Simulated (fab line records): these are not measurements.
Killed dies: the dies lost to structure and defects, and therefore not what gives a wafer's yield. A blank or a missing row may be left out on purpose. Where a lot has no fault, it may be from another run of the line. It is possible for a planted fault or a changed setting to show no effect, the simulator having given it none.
Chamber matching -- flow gf180mcu -- GF_V5_CVD_02 on pecvd-02 has 3 sister chambers
The step deposits SiO2 from TEOS, target thk 1450 nm, time 163.28 s. 20 wafers are shown with their chamber, then 10 later ones without.

EACH WAFER AND ITS CHAMBER
wafer,chamber,heater power w (W)
L075.2,2,563
L075.3,1,1037
L075.5,0,671
L077.1,0,554
L077.2,2,596
L077.3,1,1042
L078.1,1,960
L078.2,0,581
L078.3,2,631
L079.2,1,963
L079.3,2,655
L079.6,0,533
L080.1,0,574
L080.2,1,975
L080.4,0,636
L081.1,1,1035
L081.5,1,847
L081.6,0,674
L083.1,0,657
L083.3,1,984

SIGNATURES (means of the wafers above)
reading,chamber 0,chamber 1,chamber 2,scatter within a chamber
heater power w,610.00,980.38,611.25,57
Rule: a wafer lies at a distance from a chamber equal to the root of the sum of squares, over the readings, of (its reading less the chamber's mean, divided by the reading's scatter). If the next closest chamber is less than 2 further off than the closest, the wafer can't be placed; otherwise it belongs to the closest. The scatter: the root of (the sum of the squares of (reading less its chamber's mean) over the shown wafers, divided by (wafers less chambers)).

WAFERS MISSING THEIR CHAMBER
wafer,heater power w (W)
L083.6,538
L086.1,1003
L086.3,610
L086.6,857
L087.3,674
L087.4,1023
L087.5,532
L089.1,1060
L089.2,694
L089.3,600

THE CHAMBER EACH PASSED THROUGH
wafer,from the rows above,in truth
L083.6,can't be placed: 0 or 2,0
L086.1,1,1
L086.3,can't be placed: 0 or 2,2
L086.6,1,1
L087.3,can't be placed: 2 or 0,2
L087.4,1,1
L087.5,can't be placed: 0 or 2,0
L089.1,1,1
L089.2,can't be placed: 2 or 0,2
L089.3,can't be placed: 0 or 2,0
Correctly placed: 4 of 10. Cannot be placed on the basis of these rows: 6; the candidates contain the true chamber in 6. Wrongly placed: 0.
